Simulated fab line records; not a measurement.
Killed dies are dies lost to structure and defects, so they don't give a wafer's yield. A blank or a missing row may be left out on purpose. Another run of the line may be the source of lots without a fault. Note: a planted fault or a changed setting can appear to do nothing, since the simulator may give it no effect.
Comparing a struck lot with a sound one | flow sfq line | 17 out of 325 route steps
Sound: these wafers, L673.1, L673.3, L673.4. Wafers struck: L665.1, L665.3, L665.4. The cause comes at the end.
For every step that has rows: the tool of each side, followed by ch and its chambers, followed by its first start. Under that, the readings that differ: sound wafers | struck wafers | difference of the means | sigmas: that difference in standard deviations of wafers without a fault.
alike: same words and numbers on both sides, and readings whose means sit less than 2 such deviations apart. not compared: any withheld reading, any reading some wafer has no value for, any bound like >300 that may hide the same value, and any number with overlapping values for which the record gives no deviation.
Wherever a step has rows on one side only, a row that says differs or no value, or a row with sigmas, the two part there. Numbers that don't overlap but have no deviation are shown without sigmas and don't part them. A reading missing from all wafers of one side parts the sides only when that side holds two or more wafers.

SFQ_M1_OVL_MEAS_911:
  sound: overlay-01 at day 28 17:19; struck: overlay-02 at day 25 05:50
  reading     | sound | struck    | difference | sigmas
  M1_OVL (nm) | 2 7 4 | -14 -9 -7 | -14        | -3
SFQ_TRILAYER_M1_BARC_OPEN_METAL_ETCH_054: etches BARC in O2, target depth 125 nm, time 41.7 s.
  sound on rie metal-02 ch 0,1, day 28 17:22; struck on rie metal-02 ch 0,1, day 25 05:53
  reading               | sound             | struck            | difference | sigmas
  oes product au (a.u.) | 0.686 0.678 0.678 | 0.695 0.696 0.690 | +0.013     | +3
  alike: bias w, drypump motor current A
  not compared: rf hours counter h
then, 3 steps without rows for these wafers: SFQ_TRILAYER_M1_ETCH_METAL_ETCH_042 (etches Nb in Cl2/Ar, stops on SiO2, target depth 240 nm, time 120 s); SFQ_TRILAYER_M1_STRIP_STRIP_043 (strips in O2); SFQ_TRILAYER_M1_STRIP_SOLV_CLEAN_044 (cleans in NMP, time 600 s).
SFQ_TRILAYER_I1_DEP_PECVD_045: deposits SiO2 from SiH4/N2O, time 111.11 s, target thk 500 nm.
  sound on pecvd-02 ch 0,1,2, day 28 18:19; struck on pecvd-03 ch 0,2, day 25 06:50
  alike: heater power w, throttle valve pct
SFQ_TRILAYER_I1_CMP_CMP_046: polishes SiO2.
  sound on cmp-02 ch 0,1,2, day 28 18:54; struck on cmp-02 ch 0,1,2, day 25 16:07
  alike: motor current A, retaining ring pressure frac, time to endpoint s
SFQ_I1_BOW_MEAS_912:
  sound: film metro-01 at day 28 21:24; struck: film metro-01 at day 25 19:07
  alike: I1_BOW
SFQ_TRILAYER_I1_METRO_MEASURE_047:
  sound: film metro-01 at day 28 21:31; struck: film metro-01 at day 25 19:14
  alike: thk nm
then, 3 steps without rows for these wafers: SFQ_TRILAYER_I1_VIA_LITHO_COAT_054 (resist thk 62 nm); SFQ_TRILAYER_I1_VIA_LITHO_COAT_049 (resist thk 650 nm); SFQ_TRILAYER_I1_VIA_LITHO_SOFTBAKE_053.
SFQ_TRILAYER_I1_VIA_LITHO_EXPOSE_050: exposes mask I1, target cd 500 nm.
  sound on krf scanner-02 ch 0, day 29 01:48; struck on krf scanner-01 ch 0, day 26 00:51
  reading                    | sound                | struck            | difference | sigmas
  model.I1.overlay x nm (nm) | -0.197 -0.197 -0.197 | 62.48 62.48 62.48 | +62.68     |
  alike: mask
then, 2 steps without rows for these wafers: SFQ_TRILAYER_I1_VIA_LITHO_PEB_052 (peb time 60 s); SFQ_TRILAYER_I1_VIA_LITHO_DEVELOP_051 (time 60 s).
SFQ_I1_OVL_MEAS_913:
  sound: overlay-02 at day 29 03:18; struck: overlay-01 at day 26 02:21
  reading     | sound  | struck   | difference | sigmas
  I1_OVL (nm) | 6 -1 4 | 63 61 67 | +61        | +10
SFQ_TRILAYER_I1_VIA_BARC_OPEN_VIA_ETCH_071: etches BARC in O2, target depth 125 nm, time 41.7 s.
  sound on rie diel-02 ch 1,2,3, day 29 03:20; struck on rie diel-01 ch 2,3, day 26 02:23
  alike: bias w, drypump motor current A, oes product au
  not compared: rf hours counter h

WHERE THEY PART
Earliest at SFQ_M1_OVL_MEAS_911; latest, in this record, at SFQ_I1_OVL_MEAS_913. Later steps at which nothing parts them and some readings are alike: SFQ_TRILAYER_I1_VIA_BARC_OPEN_VIA_ETCH_071.

WHY: whatever the simulator had introduced
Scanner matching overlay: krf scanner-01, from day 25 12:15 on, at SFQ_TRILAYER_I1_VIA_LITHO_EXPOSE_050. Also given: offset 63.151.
